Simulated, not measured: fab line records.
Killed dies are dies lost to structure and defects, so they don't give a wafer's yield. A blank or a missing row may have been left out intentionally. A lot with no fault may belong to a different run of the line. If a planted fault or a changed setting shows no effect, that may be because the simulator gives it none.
Comparing a struck lot with a sound one | flow sky130 | 17 out of 708 route steps
Sound: wafers L231.1, L231.3, L231.6. Struck: wafers L241.3, L241.5, L241.6. The cause comes at the end.
Order at every step that has rows: each side's tool, ch and its chambers, its first start. Under that, the readings that differ: sound wafers | struck wafers | difference of the means | sigmas: that difference in standard deviations of wafers without a fault.
alike: same words and numbers on both sides, and readings whose means sit less than 2 such deviations apart. not compared: any withheld reading, any reading some wafer has no value for, any bound like >300 that may hide the same value, and any number with overlapping values for which the record gives no deviation.
A row with sigmas, a row that says differs or no value, or rows on one side alone: a step with any of these is where the two part. Numbers that have no deviation but don't overlap get no sigmas and don't part them. A reading that every wafer of one side lacks parts them only if that side has two wafers or more.

SKY_FIELD_ISO_THK_MEAS_02:
  struck on film_metro-01, day 5 01:02; sound on film_metro-01, day 2 23:34
  alike: FIELD_ISO_OXIDATION_00_THK
then, 1 step without rows for these wafers: SKY_FIELD_ISO_CVD_03 (deposits Si3N4 from DCS/NH3, target thk 165 nm, time 2830 s).
SKY_FIELD_ISO_THK_MEAS_04:
  struck on film_metro-04, day 5 02:52; sound on film_metro-03, day 3 01:24
  alike: FIELD_ISO_CVD_03_THK
then, 8 steps without rows for these wafers: SKY_FIELD_ISO_DEHYDRATE_05 (time 60 s); SKY_FIELD_ISO_HMDS_06 (prime time 60 s); SKY_FIELD_ISO_COAT_07 (resist thk 60 nm); SKY_FIELD_ISO_COAT_08 (resist thk 450 nm); SKY_FIELD_ISO_SOFTBAKE_09 (time 90 s); SKY_FIELD_ISO_EXPOSE_10 (exposes mask FOM, target cd 150 nm); SKY_FIELD_ISO_PEB_11; SKY_FIELD_ISO_DEVELOP_12 (develop time 60 s).
SKY_FIELD_ISO_CD_MEAS_13: the cd target is 150 nm.
  struck on cd_sem-01, day 5 21:23; sound on cd_sem-01, day 3 16:49
  reading    | sound             | struck            | difference | sigmas
  cd_nm (nm) | 150.1 149.6 149.9 | 152.8 152.3 153.6 | +3.0       | +2
SKY_FIELD_ISO_ETCH_14: etches BARC in N2/H2, stops on SiO2, time 45.9 s, target depth 60 nm.
  sound on rie_diel-04 ch 0,2, day 3 16:56; struck on rie_diel-04 ch 0,3, day 5 21:28
  reading                                          | sound             | struck            | difference | sigmas
  oes_product_au (a.u.)                            | 0.851 0.851 0.860 | 1.005 1.010 0.981 | +0.145     | +31
  run_length_s (s)                                 | 74.3 74.4 73.9    | 47.0 47.0 47.1    | -27.2      | -63
  model.etch.depth_nm (nm)                         | 60.08 59.75 60.02 | 32.46 32.67 31.42 | -27.77     |
  model.KrF-thick_of_FIELD_ISO_COAT_08.thk_nm (nm) | 391.7 392.5 391.6 | 420.6 420.4 420.5 | +28.6      |
  model.FIELD_ISO.cd_nm (nm)                       | 149.2 149.4 149.1 | 158.1 156.5 159.1 | +8.7       |
  alike: drypump_motor_current_A, n2_flow_sccm, throttle_valve_pct
  not compared: rf_hours_counter_h
SKY_FIELD_ISO_ETCH_15: etches the open film in CHF3/O2, stops on Si, target depth 180 nm, time 72 s.
  sound on rie_diel-04 ch 0,2, day 3 16:59; struck on rie_diel-04 ch 0,3, day 5 21:30
  reading                                          | sound             | struck            | difference | sigmas
  oes_product_au (a.u.)                            | 0.946 0.947 0.949 | 0.372 0.377 0.379 | -0.571     | -76
  throttle_valve_pct (%)                           | 8.849 8.846 8.852 | 8.687 8.653 8.669 | -0.179     | -21
  model.KrF-thick_of_FIELD_ISO_COAT_08.thk_nm (nm) | 233.5 231.8 232   | 260.6 260.3 264.2 | +29.3      |
  alike: drypump_motor_current_A, run_length_s
  not compared: rf_hours_counter_h
SKY_FIELD_ISO_STRIP_16: strips in O2/N2.
  sound on plasma_asher-03 ch 0,1, day 3 17:02; struck on plasma_asher-03 ch 0,1, day 5 21:35
  reading                      | sound             | struck            | difference | sigmas
  n2_flow_sccm (sccm)          | 299.7 302.8 301.3 | 300.0 299.1 299.3 | -1.8       | -2
  oes_product_au (a.u.)        | 0.377 0.372 0.379 | 0.387 0.386 0.390 | +0.012     | +3
  strip_time_to_endpoint_s (s) | 3.514 3.489 3.497 | 3.803 3.800 3.841 | +0.315     | +12
  alike: drypump_motor_current_A, o2_flow_sccm
  not compared: rf_hours_counter_h
SKY_FIELD_ISO_ETCH_17: etches Si in HBr/Cl2/O2, target depth 342 nm, time 97.7 s.
  sound on rie_si-02 ch 1,3, day 3 17:08; struck on rie_si-02 ch 0,1, day 5 21:39
  reading                    | sound             | struck            | difference | sigmas
  model.FIELD_ISO.cd_nm (nm) | 149.6 150.2 149.9 | 159.6 156.6 159.4 | +8.6       |
  alike: drypump_motor_current_A, oes_product_au, run_length_s, throttle_valve_pct
  not compared: rf_hours_counter_h
then, 1 step without rows for these wafers: SKY_FIELD_ISO_WET_ETCH_18 (etches Si3N4 in H3PO4, target depth 25 nm, time 286 s).

== WHERE THEY PART ==
Earliest at SKY_FIELD_ISO_CD_MEAS_13; latest, in this record, at SKY_FIELD_ISO_STRIP_16. Later steps at which nothing parts them and some readings are alike: SKY_FIELD_ISO_ETCH_17.

WHY: whatever the simulator had introduced
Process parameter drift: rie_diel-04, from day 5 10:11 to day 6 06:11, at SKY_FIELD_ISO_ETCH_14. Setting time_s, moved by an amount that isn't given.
